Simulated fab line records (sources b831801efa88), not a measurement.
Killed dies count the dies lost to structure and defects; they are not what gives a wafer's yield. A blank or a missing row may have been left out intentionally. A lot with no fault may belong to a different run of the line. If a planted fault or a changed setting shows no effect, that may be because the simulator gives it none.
Code-filled problem report in 8D (eight disciplines) form -- flow gf180mcu -- the parts of the form that need people (team, actions taken, sign-off) are left out

## 1. PROBLEM STATEMENT
Mean of heater power total W at GF_CONTACT_PEB_12: 88.60 W across 3 wafers in 2 lots; on wafers with no fault it is 85.70 W (standard deviation 0.089). That is +33 standard deviations from the usual mean.
The step: peb time 90 s.
Seen first at day 21 02:20 on litho track-01, wafer L735.1. Wafers with a number at this step in the record: 42, from 14 lots. Rule for "out" (also "out of limits"): further than 4 standard deviations from the usual mean. The other wafers with a number count as sound.

## 2. WHAT THIS IS AND IS NOT
question,is,is not
which readings at this step,heater power total W,-
which lots,"L735, L736","L722, L723, L724, L726, L727, L728, L731, L741, L742, L743, L744, L745"
which wafers of those lots,"L735.1, L735.4, L736.1","L735.3, L736.5, L736.6"
read on which tools,litho track-01,"litho track-02, litho track-04"
when,from day 21 02:20,"up to then (22 sound wafers); but 17 sound wafers of L736, L741, L742, L743, L744, L745 came after"

## 3. THE SUSPECTS, EACH WITH WHAT RULES IT OUT
Counting: a tool at a process step up to the reading stays a suspect if it ran every lot that is out. Sound lots after the first of them don't rule it out here, since some wafers of a struck lot are sound.
- plasma asher-01 at GF_HV_LDD_STRIP_10 (strips in O2/N2): kept. It ran every lot that is out, first L735 (day 14 01:50); its last sound lot up to then is L728 (day 11 17:32).
- litho track-01 at GF_CONTACT_PEB_12 (peb time 90 s): kept. It ran every lot that is out, first L735 (day 21 02:20); its last sound lot up to then is L727 (day 17 19:20). Its own heater power total W readings are out on those wafers.
Left after counting: plasma asher-01 at GF_HV_LDD_STRIP_10, litho track-01 at GF_CONTACT_PEB_12.

## 4. THE CAUSE (what the simulator had put in)
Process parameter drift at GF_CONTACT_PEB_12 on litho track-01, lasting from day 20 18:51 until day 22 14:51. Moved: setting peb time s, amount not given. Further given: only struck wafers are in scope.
After counting, 2 suspects remain, this tool included.

## 5. SEQUENCE OF EFFECTS, ordered by route
One row per reading whose mean, taken over the struck wafers that have a number, lies over 3 standard deviations from the usual. Only readings whose record carries a usual standard deviation are examined. hours: median over the lots of the time between each lot's start at the first step of this table that gives one and its start at this step. sigmas: the change, counted in usual standard deviations.
hours,step,reading,usual,on struck wafers,change,sigmas
0,GF_CONTACT_PEB_12,heater power total W,85.70 W,88.60,+2.90,+33
It contains these process steps:
- GF_CONTACT_PEB_12: peb time 90 s.

## 6. WHAT WOULD HAVE CAUGHT IT SOONER
First out-of-limits reading in this record: day 21 02:20, which is 7 hours after fault onset at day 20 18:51.
